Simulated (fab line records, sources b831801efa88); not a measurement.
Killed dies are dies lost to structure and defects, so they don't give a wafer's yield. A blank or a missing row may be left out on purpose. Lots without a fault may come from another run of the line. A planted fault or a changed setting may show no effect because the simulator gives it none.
Problem report in the 8D (eight disciplines) form, filled by code | flow gf180mcu | the parts of the form that need people (team, actions taken, sign-off) are left out

1. THE PROBLEM
beam_energy_keV at GF_VT_IMPLANT_IMPLANT_41 reads a mean of 76.071 on 6 wafers of 2 lots; wafers without a fault read 69.995 with a standard deviation of 0.024. That is +99 or more standard deviations from the usual mean.
First seen on wafer L216.1, day 11 01:34, on implanter-03. The record holds 18 wafers of 6 lots with a number at this step. Rule for "out", or "out of limits": more than 4 standard deviations from the usual mean. The other wafers with a number count as sound.

2. WHAT IT IS AND WHAT IT IS NOT
question                    | is                     | is not
which readings at this step | beam_energy_keV        | -
which lots                  | L216, L219             | L205, L210, L217, L222
which wafers of those lots  | all that have a number | -
read on which tools         | implanter-03           | implanter-02, implanter-04
when                        | from day 11 01:34      | up to then (6 sound wafers); but 6 sound wafers of L217, L222 came after

3. SUSPECTS, AND WHAT RULES EACH OUT
Counting: a tool at a process step up to the reading stays a suspect if it ran every lot that is out and no sound lot after the first of them.
- plasma_asher-03 at GF_VT_IMPLANT_STRIP_31 (strips in O2/N2): ruled out as a lasting fault. Sound lots L222 ran on it after its first lot that is out, L216 (day 10 07:25).
- implanter-03 at GF_VT_IMPLANT_IMPLANT_41: kept. It ran every lot that is out, first L216 (day 11 01:34), and no sound lot after that; its last sound lot up to then is L210 (day 9 05:57). Its own readings are out on those wafers: beam_energy_keV.
Left after counting: implanter-03 at GF_VT_IMPLANT_IMPLANT_41.

4. THE CAUSE (what the simulator had put in)
Process parameter drift: implanter-03, from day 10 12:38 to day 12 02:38, at GF_VT_IMPLANT_IMPLANT_41. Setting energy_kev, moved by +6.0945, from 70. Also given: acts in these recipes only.
Counting left only this tool.

5. THE CHAIN OF EFFECTS, in route order
Each row: a reading whose mean over the struck wafers that have a number lies more than 3 standard deviations from the usual. Only readings for which the record gives a usual standard deviation are gone through. hours: the time from each lot's start at the first step in this table that gives one to its start at this step, as a median over the lots. sigmas: the change in usual standard deviations.
hours | step                     | reading         | usual  | on struck wafers | change | sigmas
0     | GF_VT_IMPLANT_IMPLANT_41 | beam_energy_keV | 69.995 | 76.071           | +6.076 | +99 or more
The process steps in it:
- GF_VT_IMPLANT_IMPLANT_41

6. WHAT WOULD HAVE CAUGHT IT SOONER
In this record the first reading out of limits was taken at day 11 01:34, 13 hours after the fault began at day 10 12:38.
